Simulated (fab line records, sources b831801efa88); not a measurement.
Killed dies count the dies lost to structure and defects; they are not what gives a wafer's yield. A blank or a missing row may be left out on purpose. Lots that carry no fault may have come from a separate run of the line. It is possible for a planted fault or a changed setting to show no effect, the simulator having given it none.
fab line records -- flow sky130
record: lots: 6, wafers: 18, last-day: 50
route steps=708 shown METAL5@666 PAD_OPEN@708
lots untouched by any fault: they come from a run of this same line in which no faults occurred
start-h: hours from the record's opening day to when the first of the lot's shown wafers began -- wait-h: hours elapsed since this lot's preceding step -- " repeats the value in the row above -- L1.1+2: several wafers, shown together as one row -- - either no value or no given start -- * or withheld: withheld -- < > ~ a bound
route shown NAME@n: NAME is a module with steps in the file, n the number in the route of the first one -- usual: the fault-free wafers' mean and standard deviation -- same: alike in all rows -- chamber/n: place in a boat -- sites: each site's reading -- _std_site: standard deviation across them -- _edge_site: inner sites' mean taken away from outer sites' mean -- radius-mm: how far each site lies from the wafer's centre -- mask NAME#n: copy n -- behind: the tool/chamber that last shaped the wafer -- hold: reason for holding the lot/hours on hold/outcome of the hold -- device: whichever transistor did not switch (one of n, p or np) -- end of line: tests run on the same wafers once the route is complete -- step lacking rows: just its recipe -- killed: the dies lost at the first sort to structure and to defects; this is not the yield of the wafer -- map: shows each die of a wafer: x if killed, . if not, _ if none is there
set.NAME: setting as actually run; set.NAME@STEP: the setting as run at that earlier step -- model.NAME: the simulator's own value behind a step, which no gauge read
lots at selected steps of the route; one table per step, one row per wafer
services: the hour from which a tool's chamber was out of use, counted from the record's first day as start-h (under 0 if before that day), plus the number of hours and why
== steps ==
step: SKY_METAL5_RS_MEAS_05
recipe: thk-meas-gauge: four-point-probe, reads: TiN_of_METAL5_SPUTTER_04+Ti_of_METAL5_SPUTTER_03+AlCu_of_METAL5_SPUTTER_02+TiN_of_METAL5_SPUTTER_01+Ti_of_METAL5_SPUTTER_00
usual: METAL5_ALCU_RS: 0.0269/0.00032
lot.wafer,tool,chamber,start-h,wait-h,METAL5_ALCU_RS[ohm/sq]
L479.1,film-metro-04,-,1032.84,0.0,0.0263
L479.4,film-metro-04,-,1032.84,0.0,0.0267
L479.6,film-metro-04,-,1032.84,0.0,0.0267
L482.4,film-metro-03,-,1051.02,0.1,0.0273
L482.5,film-metro-03,-,1051.02,0.1,0.0273
L482.6,film-metro-03,-,1051.02,0.1,0.0276
L489.2,film-metro-04,-,1097.26,0.0,0.0267
L489.3,film-metro-04,-,1097.26,0.0,0.0267
L489.5,film-metro-04,-,1097.26,0.0,0.0270
L490.1,film-metro-03,-,1105.96,0.0,0.0274
L490.3,film-metro-03,-,1105.96,0.0,0.0270
L490.4,film-metro-03,-,1105.96,0.0,0.0272
L494.1,film-metro-01,-,1122.27,0.0,0.0269
L494.3,film-metro-01,-,1122.27,0.0,0.0268
L494.4,film-metro-01,-,1122.27,0.0,0.0262
L496.1,film-metro-03,-,1134.52,0.0,0.0272
L496.2,film-metro-03,-,1134.52,0.0,0.0271
L496.4,film-metro-03,-,1134.52,0.0,0.0265
step: SKY_METAL5_THK_MEAS_06
recipe: thk-meas-gauge: xrf, reads: AlCu_of_METAL5_SPUTTER_02
usual: METAL5_ALCU_THK: 1168/18
lot.wafer,tool,chamber,start-h,wait-h,METAL5_ALCU_THK[nm]
L479.1,film-metro-04,-,1032.96,0.1,1196
L479.4,film-metro-04,-,1032.96,0.1,1190
L479.6,film-metro-04,-,1032.96,0.1,1182
L482.4,film-metro-03,-,1051.11,0.1,1140
L482.5,film-metro-03,-,1051.11,0.1,1131
L482.6,film-metro-03,-,1051.11,0.1,1127
L489.2,film-metro-04,-,1097.37,0.1,1192
L489.3,film-metro-04,-,1097.37,0.1,1183
L489.5,film-metro-04,-,1097.37,0.1,1175
L490.1,film-metro-03,-,1106.08,0.1,1137
L490.3,film-metro-03,-,1106.08,0.1,1150
L490.4,film-metro-03,-,1106.08,0.1,1148
L494.1,film-metro-01,-,1122.39,0.1,1181
L494.3,film-metro-01,-,1122.39,0.1,1173
L494.4,film-metro-01,-,1122.39,0.1,1197
L496.1,film-metro-03,-,1134.64,0.1,1153
L496.2,film-metro-03,-,1134.64,0.1,1163
L496.4,film-metro-03,-,1134.64,0.1,1189
step: SKY_METAL5_DEHYDRATE_07
recipe: temp-c: 200, time-s: 60
step: SKY_METAL5_HMDS_08
recipe: prime-time-s: 60, prime-temp-c: 120
step: SKY_METAL5_COAT_09
recipe: resist: NOVOLAK, spin-rpm: 3000, resist-thk-nm: 1800
step: SKY_METAL5_SOFTBAKE_10
recipe: temp-c: 90, time-s: 60, resist: NOVOLAK
step: SKY_METAL5_EXPOSE_11
recipe: mask-id: MM5, na: 0.6, source-shape: conventional, sigma-outer: 0.6, polarization: unpolarized, target-cd-nm: 1600, dose-mj: 190
step: SKY_METAL5_PEB_12
recipe: temp-c: withheld, time-s: *, resist: NOVOLAK
step: SKY_METAL5_DEVELOP_13
recipe: resist: NOVOLAK, developer: TMAH, develop-time-s: 60, dev-temp-c: 23
step: SKY_METAL5_DESCUM_14
recipe: chemistry: O2, source-power-w: 150, bias-power-w: 0, pressure-mtorr: 10, temp-c: 40, time-s: 11
usual: drypump-motor-current-A: 5.56/0.25, oes-product-au: 1.006/0.0096
lot.wafer,tool,chamber,start-h,wait-h,drypump-motor-current-A,oes-product-au,rf-hours-counter-h
L479.1,rie-metal-04,1,1055.11,0.1,5.18,1.003,9
L479.4,rie-metal-04,1,1055.11,0.1,5.17,1.005,-
L479.6,rie-metal-04,1,1055.11,0.1,5.18,1.003,-
L482.4,rie-metal-03,0,1072.27,0.1,5.56,1.028,-
L482.5,rie-metal-03,1,1072.27,0.1,5.78,1.005,-
L482.6,rie-metal-03,0,1072.27,0.1,5.55,1.024,-
L489.2,rie-metal-04,0,1116.56,0.1,5.77,1.006,6
L489.3,rie-metal-04,0,1116.56,0.1,5.77,1.006,-
L489.5,rie-metal-04,1,1116.56,0.1,5.17,0.998,-
L490.1,rie-metal-04,0,1125.31,0.1,5.77,1.005,7
L490.3,rie-metal-04,0,1125.31,0.1,5.77,1.012,-
L490.4,rie-metal-04,1,1125.31,0.1,5.16,1.004,-
L494.1,rie-metal-03,1,1141.51,0.1,5.79,1.004,27
L494.3,rie-metal-03,1,1141.51,0.1,5.82,1.005,-
L494.4,rie-metal-03,0,1141.51,0.1,5.56,1.007,-
L496.1,rie-metal-02,1,1152.41,0.1,5.67,1.021,3
L496.2,rie-metal-02,0,1152.41,0.1,5.29,1.002,26
L496.4,rie-metal-02,0,1152.41,0.1,5.29,1.007,-
step: SKY_METAL5_METAL_ETCH_15
recipe: target-depth-a: 12600, stop-on: SiO2, over-etch-frac: 0.2, time-s: 252, chemistry: Cl2/BCl3, resist-sidewall-deg: 86, pressure-mtorr: 10, icp-w: 900, bias-w: 48.5, Cl2_flow_sccm: 60, bcl3-flow-sccm: 30
usual: bias-w: 48.49/0.15, drypump-motor-current-A: 5.56/0.25, oes-product-au: 0.895/0.0049, throttle-valve-pct: 22.264/0.0082
lot.wafer,tool,chamber,start-h,wait-h,bias-w,drypump-motor-current-A,oes-product-au,rf-hours-counter-h,throttle-valve-pct
L479.1,rie-metal-04,1,1055.15,0.0,48.56,5.17,0.897,9,22.254
L479.4,rie-metal-04,1,1055.15,0.0,48.76,5.19,0.889,-,22.279
L479.6,rie-metal-04,1,1055.15,0.0,48.75,5.18,0.900,-,22.239
L482.4,rie-metal-03,0,1072.37,0.1,48.22,5.60,0.894,-,22.260
L482.5,rie-metal-03,1,1072.37,0.1,48.65,5.78,0.897,-,22.251
L482.6,rie-metal-03,0,1072.37,0.1,48.25,5.57,0.895,-,22.263
L489.2,rie-metal-04,0,1116.60,0.0,48.72,5.76,0.888,6,22.253
L489.3,rie-metal-04,0,1116.60,0.0,48.44,5.74,0.899,-,22.257
L489.5,rie-metal-04,1,1116.60,0.0,48.42,5.18,0.892,-,22.270
L490.1,rie-metal-04,0,1125.35,0.0,48.38,5.78,0.899,7,22.257
L490.3,rie-metal-04,0,1125.35,0.0,48.30,5.77,0.891,-,22.257
L490.4,rie-metal-04,1,1125.35,0.0,48.29,5.17,0.891,-,22.268
L494.1,rie-metal-03,1,1141.55,0.0,48.53,5.80,0.905,27,22.272
L494.3,rie-metal-03,1,1141.55,0.0,48.43,5.79,0.890,-,22.270
L494.4,rie-metal-03,0,1141.55,0.0,48.50,5.55,0.890,-,22.267
L496.1,rie-metal-02,1,1152.45,0.0,48.38,5.63,0.892,3,22.253
L496.2,rie-metal-02,0,1152.45,0.0,48.44,5.27,0.895,26,22.266
L496.4,rie-metal-02,0,1152.45,0.0,48.40,5.30,0.887,-,22.259
step: SKY_METAL5_STRIP_16
recipe: chemistry: O2/N2, power-w: 1400, pressure-mtorr: 1500, platen-temp-c: withheld, o2-flow-sccm: 3000, n2-flow-sccm: 300, overash-fraction: 0.5
usual: chamber-pressure-mTorr: 1500.0/1.3, drypump-motor-current-A: 5.9/0.47, n2-flow-sccm: 300.1/0.89, o2-flow-sccm: 3001/9.3, oes-product-au: 0.710/0.0045, strip-time-to-endpoint-s: 12.99/0.13
lot.wafer,tool,chamber,start-h,wait-h,chamber-pressure-mTorr,drypump-motor-current-A,n2-flow-sccm,o2-flow-sccm,oes-product-au,rf-hours-counter-h,strip-time-to-endpoint-s
L479.1,plasma-asher-01,0,1055.38,0.2,1501.1,5.8,300.3,2997,0.702,99,12.94
L479.4,plasma-asher-01,1,1055.38,0.2,1499.2,4.9,301.4,3011,0.711,-,13.03
L479.6,plasma-asher-01,1,1055.38,0.2,1500.8,4.9,299.2,2998,0.708,-,12.99
L482.4,plasma-asher-04,1,1072.56,0.1,1500.0,6.4,300.1,2989,0.705,-,12.83
L482.5,plasma-asher-04,1,1072.56,0.1,1499.2,6.4,302.1,2993,0.711,-,13.10
L482.6,plasma-asher-04,0,1072.56,0.1,1498.3,5.7,300.7,2992,0.703,-,12.82
L489.2,plasma-asher-04,0,1116.83,0.2,1500.5,5.8,299.8,3007,0.716,6,12.88
L489.3,plasma-asher-04,1,1116.83,0.2,1502.2,6.4,301.2,2996,0.706,-,12.97
L489.5,plasma-asher-04,0,1116.83,0.2,1498.5,5.8,299.4,2999,0.715,-,13.12
L490.1,plasma-asher-01,1,1125.58,0.2,1495.9,4.9,300.4,3007,0.716,106,12.91
L490.3,plasma-asher-01,1,1125.58,0.2,1498.9,4.9,299.0,2993,0.714,-,13.03
L490.4,plasma-asher-01,0,1125.58,0.2,1499.7,5.8,299.9,3005,0.713,-,13.09
L494.1,plasma-asher-04,0,1141.78,0.2,1499.5,5.7,299.5,3009,0.715,8,13.07
L494.3,plasma-asher-04,0,1141.78,0.2,1502.0,5.7,300.9,2995,0.718,-,13.05
L494.4,plasma-asher-04,1,1141.78,0.2,1499.4,6.4,300.6,3010,0.712,-,12.96
L496.1,plasma-asher-03,0,1152.68,0.2,1500.8,6.2,302.1,2990,0.710,41,12.96
L496.2,plasma-asher-03,1,1152.68,0.2,1500.5,6.2,301.7,2998,0.714,41,13.18
L496.4,plasma-asher-03,0,1152.68,0.2,1499.8,6.2,300.9,2997,0.718,-,13.11
step: SKY_METAL5_STRIP_17
recipe: chemistry: post-etch-residue-remover, time-s: 1200, temp-c: 72.5
usual: bath-guard-temp-C: 72.4/0.51, bath-heat-duty-pct: 15.0/1.5
lot.wafer,tool,chamber,start-h,wait-h,bath-guard-temp-C,bath-heat-duty-pct
L479.1,wet-bench-02,2,1055.48,0.1,72.4,15.3
L479.4,wet-bench-02,2,1055.48,0.1,71.8,16.0
L479.6,wet-bench-02,2,1055.48,0.1,72.3,15.1
L482.4,wet-bench-04,3,1072.69,0.1,73.2,17.0
L482.5,wet-bench-04,3,1072.69,0.1,72.8,17.3
L482.6,wet-bench-04,3,1072.69,0.1,73.1,15.2
L489.2,wet-bench-02,2,1116.93,0.1,-,-
L489.3,wet-bench-02,2,1116.93,0.1,-,-
L489.5,wet-bench-02,2,1116.93,0.1,-,-
L490.1,wet-bench-02,2,1125.68,0.1,-,-
L490.3,wet-bench-02,2,1125.68,0.1,-,-
L490.4,wet-bench-02,2,1125.68,0.1,-,-
L494.1,wet-bench-04,1,1141.88,0.1,73.1,14.9
L494.3,wet-bench-04,1,1141.88,0.1,72.9,15.4
L494.4,wet-bench-04,1,1141.88,0.1,72.7,16.0
L496.1,wet-bench-04,1,1152.82,0.1,72.6,15.2
L496.2,wet-bench-04,1,1152.82,0.1,72.9,16.9
L496.4,wet-bench-04,1,1152.82,0.1,73.2,16.6
step: SKY_METAL5_CLEAN_18
recipe: chemistry: IPA, time-s: 180, temp-c: 25
step: SKY_PAD_OPEN_PROBE_99
usual: defect-limited-yield: 82.9/2, killed_at_M0_to_M3: 43/7, killed_at_M4_up: 3.0/1.9, killed-at-contacts: 24/4.6, killed-at-front-end: 15/4.1, killed-at-other: 0.3/0.52, killed-dies: 84/9.7, killed-open: 46/6.9, killed-short: 38/6.8, sort_bin_3_pad_short: 0.8/0.41, sort_bin_5_function: 10.2/1.5, sort_bin_6_memory: 6.1/1.1, sort-n-pass: 408/9.7, sort-yield-pct: 82.9/2
same: gross-dies: 492, killed-at-back-side: 0, sort_bin_4_leakage[%]: 0, sort_bin_8_speed[%]: 0
lot.wafer,tool,chamber,start-h,wait-h,defect-limited-yield[%],killed_at_M0_to_M3,killed_at_M4_up,killed-at-contacts,killed-at-front-end,killed-at-other,killed-dies,killed-open,killed-short,sort_bin_3_pad_short[%],sort_bin_5_function[%],sort_bin_6_memory[%],sort-n-pass,sort-yield-pct[%],model.etest.met5-comb.leak-log10-a-um
L479.1,prober-01,-,1098.62,0.1,83.3,42,3,23,14,0,82,46,36,0.6,11.4,4.7,410,83.3,-11.92
L479.4,prober-01,-,1098.77,0.2,86.2,38,6,14,10,0,68,37,31,0.4,7.9,5.5,424,86.2,-11.91
L479.6,prober-01,-,1098.87,0.2,87.2,31,3,21,8,0,63,30,33,0.4,6.9,5.5,429,87.2,-11.9
L482.4,prober-02,-,1116.35,0.2,82.1,41,0,27,20,0,88,44,43,1.0,9.3,7.5,404,82.1,-11.99
L482.5,prober-02,-,1116.40,0.2,80.9,41,3,28,22,0,94,46,47,1.2,10.8,7.1,398,80.9,-11.91
L482.6,prober-02,-,1116.45,0.2,80.5,56,3,23,14,0,96,51,45,0.4,11.0,8.1,396,80.5,-12.03
L489.2,prober-02,-,1157.38,0.1,80.7,48,3,29,15,0,95,56,39,0.6,11.2,7.5,397,80.7,-11.37
L489.3,prober-02,-,1157.43,0.2,83.1,50,1,20,12,0,83,45,38,0.8,10.8,5.3,409,83.1,-11.55
L489.5,prober-02,-,1157.53,0.2,80.3,46,3,33,15,0,97,55,42,1.4,11.4,6.9,395,80.3,-11.87
L490.1,prober-01,-,1164.28,0.1,82.3,32,6,28,21,0,87,41,46,1.6,10.0,6.1,405,82.3,-11.75
L490.3,prober-01,-,1164.38,0.2,82.7,41,5,25,13,1,85,42,43,1.0,10.0,6.3,407,82.7,-11.52
L490.4,prober-01,-,1164.43,0.2,84.8,37,4,24,10,0,75,40,35,0.2,8.5,6.5,417,84.8,-11.66
L494.1,prober-01,-,1178.71,0.1,85.4,34,2,22,14,0,72,37,34,1.0,6.5,7.1,420,85.4,-12.05
L494.3,prober-01,-,1178.81,0.2,82.5,43,5,28,10,0,86,45,39,1.0,12.2,4.3,406,82.5,-12.27
L494.4,prober-01,-,1178.86,0.2,84.6,34,2,23,16,1,76,48,26,0.2,11.4,3.9,416,84.6,-11.92
L496.1,prober-01,-,1188.53,0.1,83.5,39,2,30,10,0,81,35,46,0.6,9.8,6.1,411,83.5,-11.99
L496.2,prober-01,-,1188.58,0.1,83.9,44,5,17,12,1,79,47,31,0.6,9.3,6.1,413,83.9,-11.98
L496.4,prober-01,-,1188.68,0.2,85.6,41,1,17,11,1,71,38,33,1.0,7.7,5.7,421,85.6,-11.91
killed by level:class
L479.1 CONTACT:geometric-particle:open=11 LI_CONTACT:geometric-particle:open=8 METAL2:geometric-particle:short=8 VIA3:geometric-particle:open=8 FIELD_ISO:geometric-particle:short=6 METAL1:geometric-particle:short=6 VIA1:geometric-particle:open=5 POLY_GATE:geometric-particle:open=4
L479.4 CONTACT:geometric-particle:open=7 VIA2:geometric-particle:open=5 METAL1:geometric-particle:short=5 VIA1:geometric-particle:open=5 VIA2:geometric-particle:short=5 VIA3:geometric-particle:open=5 POLY_GATE:geometric-particle:open=4 METAL2:geometric-particle:short=4
L479.6 CONTACT:geometric-particle:short=8 VIA1:geometric-particle:open=7 VIA3:geometric-particle:open=7 CONTACT:geometric-particle:open=6 LOCAL_INTERCONNECT:geometric-particle:short=4 FIELD_ISO:geometric-particle:short=3 POLY_GATE:geometric-particle:short=3 VIA2:geometric-particle:short=3
L482.4 LOCAL_INTERCONNECT:geometric-particle:short=9 VIA1:geometric-particle:open=8 POLY_GATE:geometric-particle:open=6 CONTACT:geometric-particle:open=6 METAL1:geometric-particle:short=5 VIA1:geometric-particle:short=5 METAL2:geometric-particle:short=5 VIA3:geometric-particle:open=5
L482.5 CONTACT:geometric-particle:open=12 METAL1:geometric-particle:short=8 METAL2:geometric-particle:short=7 VIA3:geometric-particle:open=7 VIA1:geometric-particle:open=6 FIELD_ISO:geometric-particle:open=5 LOCAL_INTERCONNECT:geometric-particle:short=5 FIELD_ISO:geometric-particle:short=4
L482.6 VIA1:geometric-particle:open=13 LI_CONTACT:geometric-particle:open=8 METAL1:geometric-particle:short=6 VIA1:geometric-particle:short=6 METAL2:geometric-particle:short=6 VIA3:geometric-particle:open=6 POLY_GATE:geometric-particle:short=5 METAL3:geometric-particle:short=5
L489.2 VIA1:geometric-particle:open=13 CONTACT:geometric-particle:open=12 METAL2:geometric-particle:short=8 VIA2:geometric-particle:open=7 FIELD_ISO:geometric-particle:short=4 POLY_GATE:geometric-particle:short=4 CONTACT:geometric-particle:short=4 LI_CONTACT:geometric-particle:open=4
L489.3 VIA1:geometric-particle:open=15 VIA3:geometric-particle:open=11 METAL3:geometric-particle:short=6 LOCAL_INTERCONNECT:geometric-particle:short=5 METAL1:geometric-particle:short=5 LI_CONTACT:geometric-particle:short=4 LI_CONTACT:geometric-particle:open=4 FIELD_ISO:geometric-particle:short=3
L489.5 CONTACT:geometric-particle:open=17 METAL2:geometric-particle:short=11 VIA1:geometric-particle:open=9 LI_CONTACT:geometric-particle:open=8 METAL3:geometric-particle:short=6 POLY_GATE:geometric-particle:open=5 LI_CONTACT:geometric-particle:short=4 POLY_GATE:geometric-particle:short=4
L490.1 LI_CONTACT:geometric-particle:open=8 CONTACT:geometric-particle:short=7 VIA1:geometric-particle:open=7 FIELD_ISO:geometric-particle:open=6 POLY_GATE:geometric-particle:short=5 LOCAL_INTERCONNECT:geometric-particle:short=5 METAL1:geometric-particle:short=5 VIA2:geometric-particle:open=5
L490.3 VIA1:geometric-particle:open=13 CONTACT:geometric-particle:short=9 CONTACT:geometric-particle:open=8 VIA3:geometric-particle:open=5 POLY_GATE:geometric-particle:short=4 LOCAL_INTERCONNECT:geometric-particle:short=4 METAL2:geometric-particle:short=4 FIELD_ISO:geometric-particle:open=3
L490.4 VIA1:geometric-particle:open=7 LI_CONTACT:geometric-particle:open=6 LOCAL_INTERCONNECT:geometric-particle:short=6 CONTACT:geometric-particle:open=6 METAL2:geometric-particle:short=6 METAL1:geometric-particle:short=5 METAL1:geometric-particle:open=5 VIA3:geometric-particle:open=5
L494.1 LI_CONTACT:geometric-particle:open=7 VIA3:geometric-particle:open=6 CONTACT:geometric-particle:open=5 METAL1:geometric-particle:short=5 POLY_GATE:geometric-particle:open=4 CONTACT:geometric-particle:short=4 METAL2:geometric-particle:short=4 VIA1:geometric-particle:open=4
L494.3 CONTACT:geometric-particle:open=8 VIA2:geometric-particle:open=8 LI_CONTACT:geometric-particle:open=7 LOCAL_INTERCONNECT:geometric-particle:short=6 VIA3:geometric-particle:open=6 METAL3:geometric-particle:short=6 CONTACT:geometric-particle:short=5 VIA1:geometric-particle:open=5
L494.4 CONTACT:geometric-particle:open=9 VIA1:geometric-particle:open=9 VIA3:geometric-particle:open=9 LI_CONTACT:geometric-particle:open=6 METAL1:geometric-particle:short=6 FIELD_ISO:geometric-particle:open=5 VIA2:geometric-particle:open=5 SPACER:geometric-particle:short=4
L496.1 CONTACT:geometric-particle:open=9 LI_CONTACT:geometric-particle:short=8 METAL2:geometric-particle:short=8 METAL1:geometric-particle:short=7 LOCAL_INTERCONNECT:geometric-particle:short=7 LI_CONTACT:geometric-particle:open=6 VIA1:geometric-particle:open=6 VIA2:geometric-particle:open=5
L496.2 VIA2:geometric-particle:open=10 VIA1:geometric-particle:open=9 CONTACT:geometric-particle:open=8 VIA3:geometric-particle:open=6 FIELD_ISO:geometric-particle:short=4 VIA2:geometric-particle:short=4 METAL1:geometric-particle:short=4 FIELD_ISO:geometric-particle:open=3
L496.4 VIA1:geometric-particle:open=9 METAL2:geometric-particle:short=9 LI_CONTACT:geometric-particle:open=7 CONTACT:geometric-particle:short=5 VIA3:geometric-particle:open=5 FIELD_ISO:geometric-particle:open=4 METAL1:geometric-particle:short=4 VIA2:geometric-particle:open=4
== services ==
tool,chamber,start-h,hours,kind
plasma-asher-04,-,1055.27,9.0,pm
plasma-asher-04,0,1055.27,9.0,vent-cycle
plasma-asher-04,1,1055.27,9.0,vent-cycle
plasma-asher-04,0,1064.27,-,clean
plasma-asher-04,1,1064.27,-,clean
plasma-asher-01,-,1073.74,2.8,pm
rie-metal-02,1,1097.00,-,clean
rie-metal-02,1,1097.00,15.1,scheduled-down
rie-metal-02,1,1097.00,15.1,vent-cycle
rie-metal-03,0,1112.81,-,clean
rie-metal-03,0,1112.81,18.1,scheduled-down
rie-metal-03,0,1112.81,18.1,vent-cycle
== key ==
first-sign: step: SKY_METAL5_STRIP_17, reading: tool-record, direction: missing
effect none on later readings
model-effect: step: SKY_PAD_OPEN_PROBE_99, value: etest.met5-comb.leak-log10-a-um, without: -12.02, struck: -11.62
met-at SKY_METAL5_STRIP_17
struck-wafers L489.2,L489.3,L489.5,L490.1,L490.3,L490.4
onset-between 1055.48 1116.93
fault: kind: skipped-step-whole, tool: wet-bench-02, chamber: -, onset-h: 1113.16, steps: SKY_METAL5_STRIP_17, scope: struck-lots-only
